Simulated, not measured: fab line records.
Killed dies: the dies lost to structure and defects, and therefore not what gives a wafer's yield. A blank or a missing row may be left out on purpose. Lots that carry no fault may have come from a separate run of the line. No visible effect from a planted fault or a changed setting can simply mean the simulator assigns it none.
Matching of chambers    flow gf180mcu    GF_V2_ETCH_16 on rieDiel-04 has 4 sister chambers
The step etches BARC in N2/H2. 4 wafers are shown with their chamber, then 12 later ones without.

## EACH WAFER AND ITS CHAMBER
wafer   chamber  drypumpMotorCurrentA (A)
L086.4  1        5.2
L086.5  2        4.7
L093.4  3        6.4
L093.5  0        5.7

## WAFERS WHOSE CHAMBER IS MISSING
wafer   drypumpMotorCurrentA (A)
L094.1  4.7
L094.2  5.2
L094.4  5.6
L095.1  5.6
L095.3  5.3
L095.5  4.7
L096.1  5.3
L096.2  5.6
L096.6  5.2
L097.1  5.3
L097.2  6.3
L097.3  5.6

## CHAMBER TAKEN BY EACH
wafer   from the rows above  in truth
L094.1  2                    2
L094.2  1                    1
L094.4  0                    0
L095.1  0                    0
L095.3  1                    1
L095.5  2                    2
L096.1  1                    1
L096.2  0                    0
L096.6  1                    1
L097.1  1                    1
L097.2  3                    3
L097.3  0                    0
Placed correctly: 12 of 12. Number that these rows cannot place: 0. Placed wrongly: 0.
How it was worked out, from the rows above alone: a wafer's distance from a chamber is the root of the sum, over the readings, of the square of ((its reading less the chamber's mean) divided by the reading's scatter). The wafer belongs to the nearest chamber; if the next one is less than 2 further off, it can't be placed. Each chamber's mean is taken over the wafers shown for it. The scatter (one wafer shown for each chamber): square how far every hidden wafer sits from the nearest shown wafer, average those squares and take the square root.
